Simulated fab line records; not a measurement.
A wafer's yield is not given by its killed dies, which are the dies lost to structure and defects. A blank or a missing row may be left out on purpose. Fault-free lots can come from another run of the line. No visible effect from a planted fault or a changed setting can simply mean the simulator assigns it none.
fab line records + flow sky130
record:
- lots: 9
- wafers: 27
- last_day: 47
route steps=708 shown VT_ADJUST_NCORE@126 VT_ADJUST_PCH@153 SONOS_TUNNEL@163 SONOS_ONO@169
lots with no fault: from the same line, run without faults
start_h: start of the lot's first displayed wafer, in hours after the record's first day + wait_h: hours from the lot's prior step to this one + " repeats the value in the row above + L1.1+2: several wafers, shown together as one row + - either no value or no given start + * or withheld: withheld + < > ~ a bound
route shown NAME@n: names a module that has steps shown in the file, with the first one's number in the route + usual: mean/standard deviation taken from wafers without a fault + same: alike in all rows + chamber/n: place in a boat + sites: readings site by site + _std_site: the standard deviation of these + _edge_site: the outer-site mean with the inner-site mean subtracted + radius_mm: for every site, how far away it sits from the centre of the wafer + mask NAME#n: copy n + behind: the last tool/chamber to shape the wafer + hold: why the lot went on hold/how many hours it stayed there/how the hold came to an end + device: whichever transistor did not switch (one of n, p or np) + end of line: tests run on the same wafers once the route is complete + a step given without rows: its recipe and nothing more + killed: not the wafer's yield, but the dies lost to structure and defects at the first sort + map: a wafer's dies, marking killed ones x, the rest . and places with no die _
set.NAME: the setting that was run; set.NAME@STEP: the one run at that earlier step + model.NAME: the simulator's own value behind a step, which no gauge read
a sample of lots followed through the steps of the route, with each step as a table and each wafer as a row
services: when a tool's chamber went out of use (start_h, in hours from the record's first day, below 0 if earlier), for how many hours, and the reason
== steps ==
step: SKY_VT_ADJUST_NCORE_CD_MEAS_07
recipe:
- target_cd_nm: 380
usual:
- cd_nm: 380.1/2.6
| lot.wafer | tool      | chamber | start_h | wait_h | cd_nm |
|-----------|-----------|---------|---------|--------|-------|
| L601.2    | cd_sem-02 | -       | 178.38  | 0.1    | 375.9 |
| L601.3    | "         | -       | "       | "      | 375.7 |
| L601.4    | "         | -       | "       | "      | 377.3 |
| L602.3    | cd_sem-01 | -       | 191.35  | 0.1    | 377.8 |
| L602.5    | "         | -       | "       | "      | 380.0 |
| L602.6    | "         | -       | "       | "      | 378.4 |
| L603.2    | cd_sem-02 | -       | 194.83  | 0.1    | 380.6 |
| L603.4    | "         | -       | "       | "      | 378.5 |
| L603.6    | "         | -       | "       | "      | 380.0 |
| L604.1    | cd_sem-02 | -       | 202.56  | 0.1    | 380.7 |
| L604.3    | "         | -       | "       | "      | 380.4 |
| L604.5    | "         | -       | "       | "      | 380.2 |
| L605.2    | cd_sem-01 | -       | 206.73  | 0.1    | 378.5 |
| L605.4    | "         | -       | "       | "      | 378.2 |
| L605.5    | "         | -       | "       | "      | 379.5 |
| L607.1    | cd_sem-02 | -       | 224.70  | 0.3    | 383.5 |
| L607.3    | "         | -       | "       | "      | 381.7 |
| L607.5    | "         | -       | "       | "      | 383.3 |
| L606.1    | cd_sem-01 | -       | 225.91  | 0.1    | 378.7 |
| L606.3    | "         | -       | "       | "      | 377.3 |
| L606.4    | "         | -       | "       | "      | 376.5 |
| L608.1    | cd_sem-01 | -       | 233.61  | 0.1    | 379.6 |
| L608.2    | "         | -       | "       | "      | 382.5 |
| L608.4    | "         | -       | "       | "      | 381.7 |
| L609.2    | cd_sem-02 | -       | 238.68  | 0.1    | 376.2 |
| L609.4    | "         | -       | "       | "      | 379.3 |
| L609.6    | "         | -       | "       | "      | 378.0 |
step: SKY_VT_ADJUST_PCH_TW_MEAS_10
usual:
- VT_ADJUST_PCH_TW: 142.5/0.91
| lot.wafer | tool          | chamber | start_h | wait_h | VT_ADJUST_PCH_TW |
|-----------|---------------|---------|---------|--------|------------------|
| L601.2    | film_metro-01 | -       | 219.38  | 0.1    | 141.9            |
| L601.3    | "             | -       | "       | "      | 142.5            |
| L601.4    | "             | -       | "       | "      | 142.5            |
| L602.3    | film_metro-02 | -       | 234.74  | 0.1    | 143.4            |
| L602.5    | "             | -       | "       | "      | 144.1            |
| L602.6    | "             | -       | "       | "      | 143.5            |
| L603.2    | film_metro-04 | -       | 238.23  | 0.1    | 141.6            |
| L603.4    | "             | -       | "       | "      | 142.2            |
| L603.6    | "             | -       | "       | "      | 142.2            |
| L604.1    | film_metro-04 | -       | 247.22  | 0.1    | 142.4            |
| L604.3    | "             | -       | "       | "      | 143.0            |
| L604.5    | "             | -       | "       | "      | 143.1            |
| L605.2    | film_metro-02 | -       | 252.16  | 0.1    | 143.5            |
| L605.4    | "             | -       | "       | "      | 143.2            |
| L605.5    | "             | -       | "       | "      | 143.6            |
| L607.1    | film_metro-04 | -       | 271.45  | 0.1    | 141.3            |
| L607.3    | "             | -       | "       | "      | 141.9            |
| L607.5    | "             | -       | "       | "      | 142.2            |
| L606.1    | film_metro-04 | -       | 272.85  | 0.1    | 141.4            |
| L606.3    | "             | -       | "       | "      | 141.7            |
| L606.4    | "             | -       | "       | "      | 141.3            |
| L608.1    | film_metro-01 | -       | 281.12  | 0.1    | 143.4            |
| L608.2    | "             | -       | "       | "      | 141.8            |
| L608.4    | "             | -       | "       | "      | 143.9            |
| L609.2    | film_metro-01 | -       | 287.81  | 0.1    | 143.6            |
| L609.4    | "             | -       | "       | "      | 143.5            |
| L609.6    | "             | -       | "       | "      | 143.3            |
step: SKY_SONOS_TUNNEL_IMPLANT_09
recipe:
- species: B
- energy_kev: 20
- dose_cm2: 1e+12
- tilt_deg: withheld
usual:
- dose_ions_cm2: 1.0001e+12/1e+09
- faraday_current_uA: 5.64/0.11
- implant_ion_amu: 11/0
| lot.wafer | tool         | chamber | start_h | wait_h | dose_ions_cm2 | faraday_current_uA | implant_ion_amu |
|-----------|--------------|---------|---------|--------|---------------|--------------------|-----------------|
| L601.2    | implanter-02 | 0       | 242.44  | 0.0    | 9.996e+11     | 5.72               | 11              |
| L601.3    | "            | 0       | "       | "      | 9.998e+11     | 5.62               | 11              |
| L601.4    | "            | 0       | "       | "      | 9.995e+11     | 5.63               | 11              |
| L602.3    | implanter-01 | 0       | 258.17  | 0.1    | 1.0008e+12    | 5.71               | 11              |
| L602.5    | "            | 0       | "       | "      | 1.0019e+12    | 5.82               | 11              |
| L602.6    | "            | 0       | "       | "      | 1.0001e+12    | 5.68               | 11              |
| L603.2    | implanter-02 | 0       | 260.54  | 0.0    | 9.998e+11     | 5.69               | 11              |
| L603.4    | "            | 0       | "       | "      | 1.0019e+12    | 5.63               | 11              |
| L603.6    | "            | 0       | "       | "      | 1.0003e+12    | 5.57               | 11              |
| L604.1    | implanter-04 | 0       | 271.27  | 0.0    | 9.993e+11     | 5.35               | 11              |
| L604.3    | "            | 0       | "       | "      | 9.986e+11     | 5.66               | 11              |
| L604.5    | "            | 0       | "       | "      | 9.98e+11      | 5.59               | 11              |
| L605.2    | implanter-04 | 0       | 276.37  | 0.0    | 1.0017e+12    | 5.64               | 11              |
| L605.4    | "            | 0       | "       | "      | 1.0002e+12    | 5.66               | 11              |
| L605.5    | "            | 0       | "       | "      | 1.001e+12     | 5.88               | 11              |
| L607.1    | implanter-02 | 0       | 297.22  | 0.0    | 1.0002e+12    | 5.73               | 49              |
| L607.3    | "            | 0       | "       | "      | 9.993e+11     | 5.53               | 49              |
| L607.5    | "            | 0       | "       | "      | 1.0014e+12    | 5.86               | 49              |
| L606.1    | implanter-02 | 0       | 298.39  | 0.0    | 1.0023e+12    | 5.80               | 49              |
| L606.3    | "            | 0       | "       | "      | 1.0019e+12    | 5.59               | 49              |
| L606.4    | "            | 0       | "       | "      | 1.0007e+12    | 5.58               | 49              |
| L608.1    | implanter-02 | 0       | 306.99  | 0.0    | 1.0002e+12    | 5.71               | 49              |
| L608.2    | "            | 0       | "       | "      | 9.991e+11     | 5.61               | 49              |
| L608.4    | "            | 0       | "       | "      | 1.0007e+12    | 5.52               | 49              |
| L609.2    | implanter-02 | 0       | 313.27  | 0.0    | 1.0008e+12    | 5.68               | 49              |
| L609.4    | "            | 0       | "       | "      | 1.001e+12     | 5.51               | 49              |
| L609.6    | "            | 0       | "       | "      | 1e+12         | 5.72               | 49              |
step: SKY_SONOS_TUNNEL_TW_MEAS_12
usual:
- SONOS_TUNNEL_TW: 197.3/1.3
| lot.wafer | tool          | chamber | start_h | wait_h | SONOS_TUNNEL_TW |
|-----------|---------------|---------|---------|--------|-----------------|
| L601.2    | film_metro-04 | -       | 242.85  | 0.0    | 196.4           |
| L601.3    | "             | -       | "       | "      | 197.3           |
| L601.4    | "             | -       | "       | "      | 198.0           |
| L602.3    | film_metro-04 | -       | 258.55  | 0.0    | 195.5           |
| L602.5    | "             | -       | "       | "      | 197.4           |
| L602.6    | "             | -       | "       | "      | 196.7           |
| L603.2    | film_metro-02 | -       | 260.95  | 0.0    | 199.4           |
| L603.4    | "             | -       | "       | "      | 198.8           |
| L603.6    | "             | -       | "       | "      | 200.2           |
| L604.1    | film_metro-02 | -       | 271.70  | 0.0    | 198.5           |
| L604.3    | "             | -       | "       | "      | 199.0           |
| L604.5    | "             | -       | "       | "      | 198.7           |
| L605.2    | film_metro-03 | -       | 276.76  | 0.0    | 197.6           |
| L605.4    | "             | -       | "       | "      | 199.1           |
| L605.5    | "             | -       | "       | "      | 199.2           |
| L607.1    | film_metro-03 | -       | 297.64  | 0.0    | 294.6           |
| L607.3    | "             | -       | "       | "      | 295.3           |
| L607.5    | "             | -       | "       | "      | 295.4           |
| L606.1    | film_metro-02 | -       | 298.81  | 0.0    | 298.2           |
| L606.3    | "             | -       | "       | "      | 297.1           |
| L606.4    | "             | -       | "       | "      | 296.9           |
| L608.1    | film_metro-03 | -       | 307.42  | 0.0    | 296.3           |
| L608.2    | "             | -       | "       | "      | 295.1           |
| L608.4    | "             | -       | "       | "      | 295.0           |
| L609.2    | film_metro-03 | -       | 313.84  | 0.0    | 295.7           |
| L609.4    | "             | -       | "       | "      | 295.7           |
| L609.6    | "             | -       | "       | "      | 295.5           |
step: SKY_SONOS_ONO_THK_MEAS_01
recipe:
- reads: SiO2_of_SONOS_ONO_OXIDATION_00
usual:
- SONOS_ONO_OXIDATION_THK: 2.56/0.051
| lot.wafer | tool          | chamber | start_h | wait_h | SONOS_ONO_OXIDATION_THK[nm] |
|-----------|---------------|---------|---------|--------|-----------------------------|
| L601.2    | film_metro-03 | -       | 245.00  | 0.0    | 2.52                        |
| L601.3    | "             | -       | "       | "      | 2.62                        |
| L601.4    | "             | -       | "       | "      | 2.60                        |
| L602.3    | film_metro-03 | -       | 259.97  | 0.0    | 2.54                        |
| L602.5    | "             | -       | "       | "      | 2.53                        |
| L602.6    | "             | -       | "       | "      | 2.57                        |
| L603.2    | film_metro-03 | -       | 262.99  | 0.0    | 2.52                        |
| L603.4    | "             | -       | "       | "      | 2.45                        |
| L603.6    | "             | -       | "       | "      | 2.43                        |
| L604.1    | film_metro-02 | -       | 273.95  | 0.0    | 2.62                        |
| L604.3    | "             | -       | "       | "      | 2.48                        |
| L604.5    | "             | -       | "       | "      | 2.54                        |
| L605.2    | film_metro-02 | -       | 278.19  | 0.0    | 2.54                        |
| L605.4    | "             | -       | "       | "      | 2.56                        |
| L605.5    | "             | -       | "       | "      | 2.53                        |
| L607.1    | film_metro-02 | -       | 299.37  | 0.0    | 2.57                        |
| L607.3    | "             | -       | "       | "      | 2.59                        |
| L607.5    | "             | -       | "       | "      | 2.59                        |
| L606.1    | film_metro-03 | -       | 300.59  | 0.0    | 2.57                        |
| L606.3    | "             | -       | "       | "      | 2.57                        |
| L606.4    | "             | -       | "       | "      | 2.52                        |
| L608.1    | film_metro-01 | -       | 310.30  | 0.0    | 2.61                        |
| L608.2    | "             | -       | "       | "      | 2.65                        |
| L608.4    | "             | -       | "       | "      | 2.61                        |
| L609.2    | film_metro-01 | -       | 315.91  | 0.0    | 2.51                        |
| L609.4    | "             | -       | "       | "      | 2.53                        |
| L609.6    | "             | -       | "       | "      | 2.57                        |
== services ==
| tool         | chamber | start_h | hours | kind   |
|--------------|---------|---------|-------|--------|
| implanter-02 | -       | 247.04  | 3.5   | pm     |
| implanter-04 | -       | 250.49  | 4.2   | repair |
| implanter-01 | -       | 258.48  | 5.4   | repair |
| implanter-04 | -       | 265.11  | 3.8   | pm     |
| implanter-01 | -       | 307.82  | 8.3   | repair |
== key ==
first_sign:
- step: SKY_SONOS_TUNNEL_IMPLANT_09
- reading: implant_ion_amu
- direction: up
- sigmas: 99+
- usual: 11
- struck: 49
effect:
- step: SKY_SONOS_TUNNEL_TW_MEAS_12
- reading: SONOS_TUNNEL_TW
- direction: up
- sigmas: 76
- usual: 197.3
- struck: 295.9
met_at SKY_SONOS_TUNNEL_IMPLANT_09
struck_lots L606,L607,L608,L609
tester_left_out L606,L607,L608,L609
not_acting_at SKY_VT_ADJUST_NCORE_CD_MEAS_07,SKY_VT_ADJUST_PCH_TW_MEAS_10,SKY_SONOS_ONO_THK_MEAS_01
onset_between 276.37 297.22
fault:
- kind: wrong_recipe_download
- tool: implanter-01,implanter-02,implanter-04
- chamber: -
- onset_h: 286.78
- steps: SKY_SONOS_TUNNEL_IMPLANT_09
- wrong_recipe.not_listed: 1
tester_left_out: of these lots the tester's yield and bins aren't shown, on N5 and GAA mostly nor the transistor test; their killed dies are dies lost to structure and defects alone, not to doping, threshold or leakage, so they don't give the yield
